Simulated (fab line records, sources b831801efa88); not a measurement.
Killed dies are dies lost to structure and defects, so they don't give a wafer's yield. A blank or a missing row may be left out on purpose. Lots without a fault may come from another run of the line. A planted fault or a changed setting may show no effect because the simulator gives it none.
Which tool did it? | flow gf180mcu | 13 lots, 39 wafers sampled, at 2 steps of a route of 602

WHAT THE GAUGES READ, wafer by wafer
GF_V5_THK_MEAS_03.
lot  | measured     | on            | V5_CVD_02_THK (nm)
L404 | day 26 04:37 | film_metro-02 | 1440 1423 1461
L405 | day 26 10:16 | film_metro-03 | 1443 1454 1452
L409 | day 27 21:55 | film_metro-04 | 1453 1442 1461
L410 | day 28 03:29 | film_metro-04 | 1441 1439 1447
L412 | day 28 18:03 | film_metro-04 | 1426 1457 1466
L414 | day 29 12:33 | film_metro-04 | 1446 1396 1446
L416 | day 30 05:43 | film_metro-03 | 1449 1462 1491
L417 | day 30 14:16 | film_metro-03 | 1452 1464 1472
L418 | day 30 21:24 | film_metro-04 | 1431 1476 1442
L421 | day 31 14:53 | film_metro-03 | 1432 1455 1467
L423 | day 31 21:21 | film_metro-04 | 1435 1469 1450
L425 | day 32 09:16 | film_metro-04 | 1428 1476 1440
L426 | day 32 16:00 | film_metro-02 | 1447 1429 1457

WHICH TOOL RAN EACH LOT (tool, then ch and the chambers of the sampled wafers, then the start)
lot  | GF_V4_CLEAN_20
L404 | wet_bench-03 ch 3, day 24 06:30
L405 | wet_bench-02 ch 0, day 24 12:08
L409 | wet_bench-03 ch 0, day 26 02:42
L410 | wet_bench-03 ch 0, day 26 08:56
L412 | wet_bench-03 ch 0, day 27 01:02
L414 | wet_bench-01 ch 1, day 27 19:35
L416 | wet_bench-02 ch 1, day 28 13:51
L417 | wet_bench-01 ch 3, day 28 21:45
L418 | wet_bench-02 ch 2, day 29 06:14
L421 | wet_bench-01 ch 0, day 30 01:17
L423 | wet_bench-02 ch 1, day 30 08:34
L425 | wet_bench-03 ch 3, day 30 19:28
L426 | wet_bench-03 ch 3, day 31 02:52
- GF_V4_CLEAN_20: cleans in DIW.

WHAT THE TOOLS THEMSELVES READ (means of the sampled wafers that have a number; where no wafer has one, the mark that the record gives instead)
The record holds no such reading with a usual standard deviation.

THE ANSWER, worked out from the rows above alone
Rule: what is usual is taken from the lots themselves. Put in order of their means at a reading, lots are off if they are a third of the lots or fewer, leave a main group of 4 or more, and stand apart from it by a gap of 3 or more times the standard deviation of the main group's means; of several such gaps the widest counts. A main group whose means are all the same, to the digits that the tables above print for the reading, isn't used. A lot without any number at a reading at which 4 lots or more have one is off too. The other lots that the step has rows for count as sound. The gauges are gone through in route order, then the tools' own readings, and for those a lot's mean is taken as printed above. The first step at which some lot is off is used, and at that step the reading that is off furthest; a lot without a number counts as furthest.
No lot is off at any reading shown: from this, nothing can be told.

WHAT THE SIMULATOR HAD PUT IN
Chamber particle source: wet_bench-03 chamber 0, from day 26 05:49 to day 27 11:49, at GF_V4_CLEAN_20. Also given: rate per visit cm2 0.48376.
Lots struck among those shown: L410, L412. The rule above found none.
